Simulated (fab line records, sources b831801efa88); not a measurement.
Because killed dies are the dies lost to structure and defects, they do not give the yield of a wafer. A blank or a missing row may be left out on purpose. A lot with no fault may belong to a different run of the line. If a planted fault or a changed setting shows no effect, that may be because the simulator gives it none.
One fault seen from 2 desks + flow gf180mcu + numbers are kept per desk, each desk with only its own; the story behind them comes last

## FROM THE METROLOGY DESK
Means of the sampled wafers that have a number, per lot and without regard to the tool the lot ran on: this is what the gauges read. Marked OUT: a lot whose mean sits more than 4 standard deviations from the usual mean, which makes it out of limits; the brackets give that distance.
Columns: A = V5_BOW at GF_V5_BOW_MEAS_05, usual 135 um; B = PASSIVATION_CVD_00_THK at GF_PASSIVATION_THK_MEAS_01, usual 1002 nm; C = PASSIVATION_CVD_02_THK at GF_PASSIVATION_THK_MEAS_03, usual 702 nm
| lot  | first seen here | A   | B    | C             |
|------|-----------------|-----|------|---------------|
| L907 | day 26 08:26    | 136 | 1007 | 705           |
| L910 | day 27 11:35    | 134 | 1005 | 702           |
| L911 | day 27 16:33    | 140 | 997  | 705           |
| L912 | day 28 01:31    | 146 | 996  | 708           |
| L913 | day 28 06:08    | 139 | 1002 | 698           |
| L914 | day 28 16:07    | 134 | 1001 | 710           |
| L920 | day 30 12:31    | 133 | 1001 | 710           |
| L921 | day 30 16:58    | 126 | 1006 | 954 (+29) OUT |
| L922 | day 31 00:13    | 124 | 997  | 698           |
| L926 | day 31 22:54    | 130 | 1009 | 707           |
| L928 | day 32 14:25    | 137 | 1011 | 705           |
| L929 | day 32 16:41    | 143 | 999  | 703           |
Per this desk, out of limits: L921; the first was L921, day 32 06:07 (PASSIVATION_CVD_02_THK at GF_PASSIVATION_THK_MEAS_03). In limits: L907, L910, L911, L912, L913, L914, L920, L922, L926, L928, L929.

## AT THE TOOL OWNER'S DESK: pecvd-04
The tool's own readings at GF_PASSIVATION_CVD_02 (deposits Si3N4, target thk 700 nm, time 486.18 s): means of the sampled wafers that have a number, for each lot that ran on this tool. Marked OUT: a lot whose mean sits more than 4 standard deviations from the usual mean, which makes it out of limits; the brackets give that distance.
Columns: A = heater-power-w at GF_PASSIVATION_CVD_02, usual 726 W
| lot  | first seen here | A   |
|------|-----------------|-----|
| L913 | day 29 22:03    | 752 |
| L914 | day 30 08:16    | 734 |
| L920 | day 32 01:48    | 677 |
| L921 | day 32 05:50    | 678 |
This desk's finding: nothing out of limits on any of the 4 lots.

## ALL TOGETHER
An alarm was possible from the metrology desk at day 32 06:07, on L921.
The desk of the tool owner found nothing out of limits.
Tool owner's desk: L921 on record, inside its limits.
All the named lots went through GF_PASSIVATION_CVD_02 on pecvd-04.

## WHAT HAD BEEN PUT IN BY THE SIMULATOR
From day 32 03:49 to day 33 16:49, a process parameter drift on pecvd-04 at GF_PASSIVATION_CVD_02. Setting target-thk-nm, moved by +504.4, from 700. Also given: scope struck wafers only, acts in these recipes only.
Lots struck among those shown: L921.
Delay in hours, fault start to first out-of-limits reading, per desk: metrology desk 2.
